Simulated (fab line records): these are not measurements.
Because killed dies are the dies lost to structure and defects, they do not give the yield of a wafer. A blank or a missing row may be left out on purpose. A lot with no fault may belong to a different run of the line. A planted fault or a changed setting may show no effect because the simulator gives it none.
Chamber matching | flow gf180mcu | GF_V5_CMP_04 on cmp-02: 4 sister chambers
The step polishes SiO2. 14 wafers are shown with their chamber, then 7 later ones without.

== EACH WAFER AND ITS CHAMBER ==
wafer  | chamber | motorCurrentA (A)
L906.1 | 1       | 12.2
L906.3 | 3       | 13.1
L906.4 | 2       | 11.9
L910.1 | 1       | 11.7
L910.5 | 1       | 12.2
L910.6 | 0       | 12.5
L911.1 | 3       | 12.8
L911.2 | 1       | 11.7
L911.3 | 2       | 12.4
L913.2 | 0       | 13.1
L913.4 | 2       | 11.7
L913.5 | 0       | 12.4
L914.1 | 0       | 12.6
L914.2 | 1       | 11.6

SIGNATURES (averages over the wafers above)
reading       | chamber 0 | chamber 1 | chamber 2 | chamber 3 | scatter within a chamber
motorCurrentA | 12.650    | 11.880    | 12.000    | 12.950    | 0.307
Rule: a wafer lies at a distance from a chamber equal to the root of the sum of squares, over the readings, of (its reading less the chamber's mean, divided by the reading's scatter). If the next closest chamber is less than 2 further off than the closest, the wafer can't be placed; otherwise it belongs to the closest. The scatter: take each reading less its chamber's mean, square it, sum over the shown wafers, divide by the number of wafers less the number of chambers, and take the root.

== WAFERS WITH NO CHAMBER GIVEN ==
wafer  | motorCurrentA (A)
L914.3 | 12.9
L923.1 | 12.3
L923.3 | 12.4
L923.5 | 12.4
L926.3 | 11.5
L926.4 | 13.0
L926.5 | 12.7

== THE CHAMBER EACH PASSED THROUGH ==
wafer  | from the rows above               | in truth
L914.3 | can't be placed: 3 or 0           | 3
L923.1 | can't be placed: 2 or 0 or 1 or 3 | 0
L923.3 | can't be placed: 0 or 2 or 1 or 3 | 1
L923.5 | can't be placed: 0 or 2 or 1 or 3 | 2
L926.3 | can't be placed: 1 or 2           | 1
L926.4 | can't be placed: 3 or 0           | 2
L926.5 | can't be placed: 0 or 3           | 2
Placed correctly: 0 of 7. Can't be placed from these rows: 7 (the true chamber is among the candidates in 5). Placed wrongly: 0.
